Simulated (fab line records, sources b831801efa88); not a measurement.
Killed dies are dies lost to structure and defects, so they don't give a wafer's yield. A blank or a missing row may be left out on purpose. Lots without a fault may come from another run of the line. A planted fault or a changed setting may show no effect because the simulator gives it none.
Problem report in the 8D (eight disciplines) form, filled by code | flow gf180mcu | the parts of the form that need people (team, actions taken, sign-off) are left out

1. THE PROBLEM
LVPWELL_OVL at GF_LVPWELL_OVL_MEAS_07 reads a mean of -149.7 nm on 6 wafers of 2 lots; wafers without a fault read 0.3 nm with a standard deviation of 1.4. That is -99 or more standard deviations from the usual mean.
First seen on wafer L701.1, day 5 17:50, on overlay-01. The record holds 42 wafers of 14 lots with a number at this step. Rule for "out", or "out of limits": more than 4 standard deviations from the usual mean. The other wafers with a number count as sound.

2. WHAT IT IS AND WHAT IT IS NOT
question                    | is                     | is not
which readings at this step | LVPWELL_OVL            | -
which lots                  | L701, L702             | L694, L695, L696, L698, L699, L700, L704, L709, L711, L714, L715, L716
which wafers of those lots  | all that have a number | -
read on which gauges        | overlay-01, overlay-02 | -
when                        | from day 5 17:50       | up to then (18 sound wafers); but 18 sound wafers of L704, L709, L711, L714, L715, L716 came after

3. SUSPECTS, AND WHAT RULES EACH OUT
Counting: a tool at a process step up to the reading stays a suspect if it ran every lot that is out and no sound lot after the first of them.
- the gauge at GF_LVPWELL_OVL_MEAS_07: ruled out. The wafers that are out were read on 2 gauges (overlay-01, overlay-02).
- iline_stepper-01 at GF_LVPWELL_EXPOSE_04 (exposes mask LVPWELL, target cd 600 nm): kept. It ran every lot that is out, first L701 (day 5 11:32), and no sound lot after that; its last sound lot up to then is L700 (day 5 07:03).
Left after counting: iline_stepper-01 at GF_LVPWELL_EXPOSE_04.

4. THE CAUSE (what the simulator had put in)
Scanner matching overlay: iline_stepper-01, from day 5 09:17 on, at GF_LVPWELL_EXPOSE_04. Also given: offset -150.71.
Counting left only this tool.

5. THE CHAIN OF EFFECTS, in route order
Each row: a reading whose mean over the struck wafers that have a number lies more than 3 standard deviations from the usual. Only readings for which the record gives a usual standard deviation are gone through. hours: the time from each lot's start at the first step in this table that gives one to its start at this step, as a median over the lots. sigmas: the change in usual standard deviations.
hours | step                   | reading     | usual  | on struck wafers | change | sigmas
0     | GF_LVPWELL_OVL_MEAS_07 | LVPWELL_OVL | 0.3 nm | -149.7           | -150.0 | -99 or more
Later measuring or inspecting steps at which every struck wafer that the step has a row for has a number for every such reading, and none has moved that far: GF_CONTACT_THK_MEAS_26.

6. WHAT WOULD HAVE CAUGHT IT SOONER
In this record the first reading out of limits at a measuring or inspecting step was taken at day 5 17:50, 9 hours after the fault began at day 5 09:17.
All the lots that are out (2) had begun GF_LVPWELL_EXPOSE_04 on iline_stepper-01 by day 5 17:50. A hold on the tool at that time would have spared none of them.
